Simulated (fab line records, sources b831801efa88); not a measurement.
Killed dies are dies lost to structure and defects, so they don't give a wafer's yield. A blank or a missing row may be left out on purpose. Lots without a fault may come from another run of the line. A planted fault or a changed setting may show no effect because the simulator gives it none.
fab line records | flow gf180mcu
record lots=14 wafers=42 last_day=34
route steps=602 shown M1@329 V1@357 M2@362
lots that met no fault: from a run of the same line without faults
start_h: hours from the record's first day to the start of the lot's first wafer shown | wait_h: hours since the lot's step before | " the same as in the row above | L1.1+2: a row that stands for several wafers | - no value, or no start given | * or withheld: withheld | < > ~ a bound
route shown NAME@n: a module of which the file shows steps, and the number in the route of the first | usual: mean/standard deviation of fault-free wafers | same: alike in all rows | chamber/n: place in a boat | sites: the reading at each site | _std_site: their standard deviation | _edge_site: outer sites' mean less inner sites' | radius_mm: how far each site lies from the wafer's centre | mask NAME#n: copy n | behind: the tool/chamber that last shaped the wafer | hold: why the lot was held/for how many hours/how that ended | device: the transistor (n, p or np) that didn't switch | end of line: the same wafers' tests at the end of the route | a step without rows: its recipe alone | killed: dies lost to structure and defects at the first sort, not the wafer's yield | map: a wafer's dies, x killed, . not, _ none there
set.NAME: the setting as run; set.NAME@STEP: as run at that earlier step | model.NAME: the simulator's own value behind a step, which no gauge read
steps of the route over a sample of lots; a table a step, a row a wafer
services: from which hour (start_h, from the record's first day; less than 0 if before it) a tool's chamber was out of use, for how many hours, and why
## steps
# step GF_M1_CD_MEAS_14
# recipe target_cd_nm=230
# usual cd_nm=230.3/1.1
# columns lot.wafer tool chamber start_h wait_h cd_nm
L660.1 cd_sem-02 - 388.66 0.1 229.1
L660.3 " - " " 230.0
L660.6 " - " " 230.0
L661.1 cd_sem-02 - 392.62 0.1 229.9
L661.4 " - " " 229.4
L661.6 " - " " 228.9
L662.1 cd_sem-02 - 401.66 0.1 230.2
L662.3 " - " " 230.5
L662.6 " - " " 230.3
L664.1 cd_sem-01 - 418.52 0.1 229.4
L664.5 " - " " 230.3
L664.6 " - " " 229.8
L665.4 cd_sem-02 - 427.47 0.1 230.3
L665.5 " - " " 229.6
L665.6 " - " " 230.8
L666.1 cd_sem-02 - 441.35 0.1 230.6
L666.5 " - " " 230.5
L666.6 " - " " 229.5
L668.2 cd_sem-02 - 458.57 0.1 231.8
L668.3 " - " " 231.9
L668.4 " - " " 233.5
L670.2 cd_sem-02 - 489.63 0.1 229.8
L670.4 " - " " 231.5
L670.5 " - " " 231.0
L672.1 cd_sem-01 - 502.92 0.1 231.1
L672.4 " - " " 230.8
L672.6 " - " " 230.4
L673.1 cd_sem-02 - 509.91 0.1 229.6
L673.3 " - " " 230.2
L673.6 " - " " 228.7
L679.1 cd_sem-02 - 550.12 0.1 230.8
L679.2 " - " " 231.6
L679.4 " - " " 230.6
L680.1 cd_sem-01 - 556.45 0.1 227.8
L680.2 " - " " 228.7
L680.4 " - " " 227.3
L681.1 cd_sem-01 - 565.46 0.1 230.6
L681.2 " - " " 231.3
L681.3 " - " " 231.1
L682.2 cd_sem-01 - 571.72 0.1 230.3
L682.4 " - " " 230.9
L682.6 " - " " 231.4
# step GF_V1_SPUTTER_22
# recipe material=TiN target_thk_nm=10 chamber_pressure_pa=5 power_w=4000 time_s=40
# usual cathode_dc_power_W=4000.0/0.73 chamber_pressure_pa=5.000/0.0099 throttle_valve_pct=29.9/0.65
# columns lot.wafer tool chamber start_h wait_h cathode_dc_power_W chamber_pressure_pa throttle_valve_pct
L660.1 pvd_sputter-01 - 414.53 0.0 3998.9 5.021 29.4
L660.3 " - " " 3999.7 5.006 29.5
L660.6 " - " " 4000.2 4.997 29.2
L661.1 pvd_sputter-02 - 418.21 0.0 3999.4 4.992 30.3
L661.4 " - " " 3999.8 5.003 30.2
L661.6 " - " " 3999.0 5.011 30.9
L662.1 pvd_sputter-01 - 427.22 0.0 4000.3 4.989 29.7
L662.3 " - " " 4000.3 4.995 30.0
L662.6 " - " " 3998.9 4.991 29.7
L664.1 pvd_sputter-04 - 444.19 0.0 3999.5 5.003 29.5
L664.5 " - " " 3999.6 4.984 30.5
L664.6 " - " " 4000.3 5.006 29.9
L665.4 pvd_sputter-04 - 454.23 0.0 3999.9 4.986 30.4
L665.5 " - " " 4000.2 5.010 29.8
L665.6 " - " " 4001.6 5.004 30.6
L666.1 pvd_sputter-04 - 468.05 0.0 4000.5 5.001 30.9
L666.5 " - " " 4001.5 4.985 29.2
L666.6 " - " " 3998.9 4.997 30.5
L668.2 pvd_sputter-04 - 485.43 0.0 3998.7 4.990 29.5
L668.3 " - " " 3999.7 4.982 29.9
L668.4 " - " " 4000.5 5.011 30.8
L670.2 pvd_sputter-02 - 515.10 0.0 4000.1 4.993 32.2
L670.4 " - " " 3999.7 5.009 30.4
L670.5 " - " " 4001.4 4.975 30.2
L672.1 pvd_sputter-04 - 528.34 0.0 3999.6 5.009 30.5
L672.4 " - " " 4001.5 4.990 29.2
L672.6 " - " " 4000.8 4.994 29.7
L673.1 pvd_sputter-01 - 535.61 0.0 4000.2 5.001 29.3
L673.3 " - " " 3999.4 4.987 29.6
L673.6 " - " " 4000.1 4.995 29.7
L679.1 pvd_sputter-02 - 574.47 0.0 3999.8 5.007 30.0
L679.2 " - " " 4000.8 5.000 30.5
L679.4 " - " " 4000.7 4.991 32.3
L680.1 pvd_sputter-04 - 580.44 0.0 3999.7 5.001 30.5
L680.2 " - " " 3999.6 4.985 30.0
L680.4 " - " " 4000.2 4.988 29.4
L681.1 pvd_sputter-01 - 589.48 0.0 4001.7 4.981 29.4
L681.2 " - " " 4000.1 4.999 29.8
L681.3 " - " " 3999.1 5.013 29.4
L682.2 pvd_sputter-01 - 595.35 0.0 4000.1 4.997 29.7
L682.4 " - " " 3999.7 5.001 29.2
L682.6 " - " " 4000.4 5.009 29.8
# step GF_V1_RS_MEAS_24
# recipe thk_meas_gauge=four-point-probe reads=W_of_V1_CVD_23+TiN_of_V1_SPUTTER_22+Ti_of_V1_SPUTTER_21
# usual V1_W_RS=0.326/0.0071
# columns lot.wafer tool chamber start_h wait_h V1_W_RS[ohm/sq]
L660.1 film_metro-04 - 414.68 0.1 0.312
L660.3 " - " " 0.328
L660.6 " - " " 0.332
L661.1 film_metro-04 - 418.36 0.1 0.328
L661.4 " - " " 0.332
L661.6 " - " " 0.325
L662.1 film_metro-02 - 427.37 0.1 0.326
L662.3 " - " " 0.329
L662.6 " - " " 0.330
L664.1 film_metro-04 - 444.34 0.1 0.336
L664.5 " - " " 0.335
L664.6 " - " " 0.320
L665.4 film_metro-02 - 454.44 0.1 0.324
L665.5 " - " " 0.327
L665.6 " - " " 0.330
L666.1 film_metro-04 - 468.20 0.1 0.329
L666.5 " - " " 0.329
L666.6 " - " " 0.325
L668.2 film_metro-04 - 485.60 0.1 0.317
L668.3 " - " " 0.314
L668.4 " - " " 0.334
L670.2 film_metro-01 - 515.27 0.1 0.326
L670.4 " - " " 0.326
L670.5 " - " " 0.327
L672.1 film_metro-02 - 528.49 0.1 0.325
L672.4 " - " " 0.328
L672.6 " - " " 0.330
L673.1 film_metro-01 - 535.76 0.1 0.330
L673.3 " - " " 0.332
L673.6 " - " " 0.325
L679.1 film_metro-02 - 574.62 0.1 0.326
L679.2 " - " " 0.316
L679.4 " - " " 0.313
L680.1 film_metro-04 - 580.59 0.1 0.316
L680.2 " - " " 0.334
L680.4 " - " " 0.313
L681.1 film_metro-04 - 589.63 0.1 0.329
L681.2 " - " " 0.319
L681.3 " - " " 0.315
L682.2 film_metro-02 - 595.52 0.1 0.332
L682.4 " - " " 0.319
L682.6 " - " " 0.315
# step GF_M2_SPUTTER_00
# recipe material=Ti target_thk_nm=37.5 arriving_ion_energy_ev=80 substrate_temp_c=200 chamber_pressure_pa=2 power_w=4000 time_s=150
# usual cathode_dc_power_W=3999.9/0.73 chamber_pressure_pa=2.000/0.0045 throttle_valve_pct=29.8/1
# columns lot.wafer tool chamber start_h wait_h cathode_dc_power_W chamber_pressure_pa throttle_valve_pct
L660.1 pvd_sputter-04 - 415.16 0.2 4000.2 2.000 30.7
L660.3 " - " " 3999.5 1.994 30.3
L660.6 " - " " 3999.1 1.996 29.8
L661.1 pvd_sputter-04 - 418.84 0.2 3998.5 1.993 29.9
L661.4 " - " " 4000.3 1.999 31.0
L661.6 " - " " 4000.5 2.003 30.6
L662.1 pvd_sputter-04 - 427.85 0.2 3999.6 2.005 29.4
L662.3 " - " " 4001.2 2.010 30.8
L662.6 " - " " 3999.0 2.001 30.1
L664.1 pvd_sputter-01 - 444.87 0.1 3999.3 1.998 29.7
L664.5 " - " " 4000.3 2.000 30.0
L664.6 " - " " 4000.1 2.001 29.1
L665.4 pvd_sputter-03 - 454.86 0.2 4000.0 1.999 29.3
L665.5 " - " " 4000.4 1.997 31.3
L665.6 " - " " 3999.0 2.001 31.6
L666.1 pvd_sputter-01 - 468.68 0.1 3999.2 2.008 29.8
L666.5 " - " " 4000.6 2.003 29.4
L666.6 " - " " 4000.4 2.007 29.2
L668.2 pvd_sputter-01 - 486.06 0.2 3999.4 2.002 28.9
L668.3 " - " " 4000.6 1.997 30.0
L668.4 " - " " 4000.5 2.000 29.0
L670.2 pvd_sputter-04 - 515.73 0.1 3999.4 2.006 30.4
L670.4 " - " " 4000.3 2.000 29.5
L670.5 " - " " 4000.2 2.001 29.3
L672.1 pvd_sputter-01 - 528.97 0.1 - - -
L672.4 " - " " - - -
L672.6 " - " " - - -
L673.1 pvd_sputter-03 - 536.24 0.1 - - -
L673.3 " - " " - - -
L673.6 " - " " - - -
L679.1 pvd_sputter-03 - 575.10 0.2 3999.5 2.005 27.9
L679.2 " - " " 3999.3 2.006 31.8
L679.4 " - " " 4000.7 1.999 28.7
L680.1 pvd_sputter-01 - 581.25 0.2 3999.9 1.999 29.2
L680.2 " - " " 3999.3 1.996 29.3
L680.4 " - " " 4000.8 2.003 29.0
L681.1 pvd_sputter-03 - 590.11 0.2 4000.1 1.999 27.9
L681.2 " - " " 3999.6 1.999 31.6
L681.3 " - " " 3999.8 1.997 29.3
L682.2 pvd_sputter-03 - 595.98 0.2 3999.3 2.001 29.3
L682.4 " - " " 3998.8 1.991 31.5
L682.6 " - " " 4001.7 2.005 29.1
## services
# columns tool chamber start_h hours kind
pvd_sputter-04 - 392.01 1.2 repair
pvd_sputter-03 - 414.66 9.9 repair
pvd_sputter-02 - 520.04 7.6 repair
pvd_sputter-01 - 551.19 1.7 repair
pvd_sputter-03 - 551.42 1.7 repair
pvd_sputter-02 - 588.61 5.6 repair
pvd_sputter-02 - 592.64 1.5 repair
## key
first_sign step=GF_M2_SPUTTER_00 reading=tool_record direction=missing
effect none on later readings
met_at GF_M2_SPUTTER_00
struck_lots L672,L673
later_rows_left_out L672.1,L672.4,L672.6,L673.1,L673.3,L673.6
sort_left_out L672.1,L672.4,L672.6,L673.1,L673.3,L673.6
not_acting_at GF_M1_CD_MEAS_14,GF_V1_SPUTTER_22,GF_V1_RS_MEAS_24
onset_between 486.06 528.97
fault kind=skipped_step_whole tool=pvd_sputter-01,pvd_sputter-03 chamber=- onset_h=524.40 steps=GF_M2_SPUTTER_00 scope=struck_lots_only
# sort_left_out: the simulated sort isn't trusted on such a fault, so these wafers' sort isn't shown, and their yield isn't known
# later_rows_left_out: the simulator's readings of these wafers behind a module that went badly wrong aren't trusted and aren't shown, but for the sort
